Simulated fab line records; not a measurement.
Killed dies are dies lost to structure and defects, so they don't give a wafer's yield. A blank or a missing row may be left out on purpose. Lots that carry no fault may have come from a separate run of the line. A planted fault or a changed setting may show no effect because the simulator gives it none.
Problem report in the 8D (eight disciplines) form, filled by code	flow gf180mcu	the parts of the form that need people (team, actions taken, sign-off) are left out

== 1. WHAT IS WRONG ==
Across 6 wafers from 2 lots, HV_LDD_02_OVL at GF_HV_LDD_OVL_MEAS_32 averages 54.5 nm, while fault-free wafers read -0.4 nm with a standard deviation of 1.6. That is +34 standard deviations from the usual mean.
First seen on wafer L459.1, day 17 10:55, on overlay-02. The record holds 39 wafers of 13 lots with a number at this step. By rule, "out" or "out of limits" means more than 4 standard deviations away from the usual mean. The other wafers with a number count as sound.

== 2. WHAT IT IS, WHAT IT ISN'T ==
question	is	is not
which readings at this step	HV_LDD_02_OVL	-
which lots	L459, L460	L441, L442, L444, L447, L448, L450, L451, L452, L453, L455, L464
which wafers of those lots	all that have a number	-
read on which gauges	overlay-01, overlay-02	-
when	from day 17 10:55	up to then (30 sound wafers); but 3 sound wafers of L464 came after

== 3. SUSPECTS, AND WHAT RULES EACH OUT ==
Counting: any tool at a process step up to the reading is kept as a suspect provided that every lot that is out went through it and no sound lot did after the first of them.
- ruled out: the gauge at GF_HV_LDD_OVL_MEAS_32. The wafers that are out were read on 2 gauges (overlay-01, overlay-02).
- ilineStepper-02 at GF_HV_LDD_EXPOSE_28 (exposes mask Nplus HV AREA, target cd 400 nm): kept. Every lot that is out went through it, starting with L459 (day 17 00:16), and after that it ran no sound lot; the last sound lot it ran before then is L455 (day 15 22:49).
Left after counting: ilineStepper-02 at GF_HV_LDD_EXPOSE_28.

== 4. THE CAUSE (what the simulator had put in) ==
Scanner matching overlay: ilineStepper-02, from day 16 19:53 on, at GF_HV_LDD_EXPOSE_28. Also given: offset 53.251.
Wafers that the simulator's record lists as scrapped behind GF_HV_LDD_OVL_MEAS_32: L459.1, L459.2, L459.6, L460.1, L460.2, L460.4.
Only this tool survived the counting.

== 5. THE CHAIN OF EFFECTS, in route order ==
One row per reading whose mean, taken over the struck wafers that have a number, lies over 3 standard deviations from the usual. Only readings whose record carries a usual standard deviation are examined. hours: median over the lots of the time between each lot's start at the first step of this table that gives one and its start at this step. sigmas: the change, counted in usual standard deviations.
hours	step	reading	usual	on struck wafers	change	sigmas
0	GF_HV_LDD_OVL_MEAS_32	HV_LDD_02_OVL	-0.4 nm	54.5	+54.9	+34

== 6. HOW IT WOULD HAVE BEEN CAUGHT EARLIER ==
The first out-of-limits reading at a measuring or inspecting step in this record came at day 17 10:55, 15 hours after the fault's start at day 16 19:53.
Tool readings at GF_HV_LDD_EXPOSE_28 with a usual standard deviation given in the record: none out on any struck wafer, hence no alarm at a limit of 4 standard deviations on them.
All the lots that are out (2) had begun GF_HV_LDD_EXPOSE_28 on ilineStepper-02 by day 17 10:55. A hold on the tool at that time would have spared none of them.
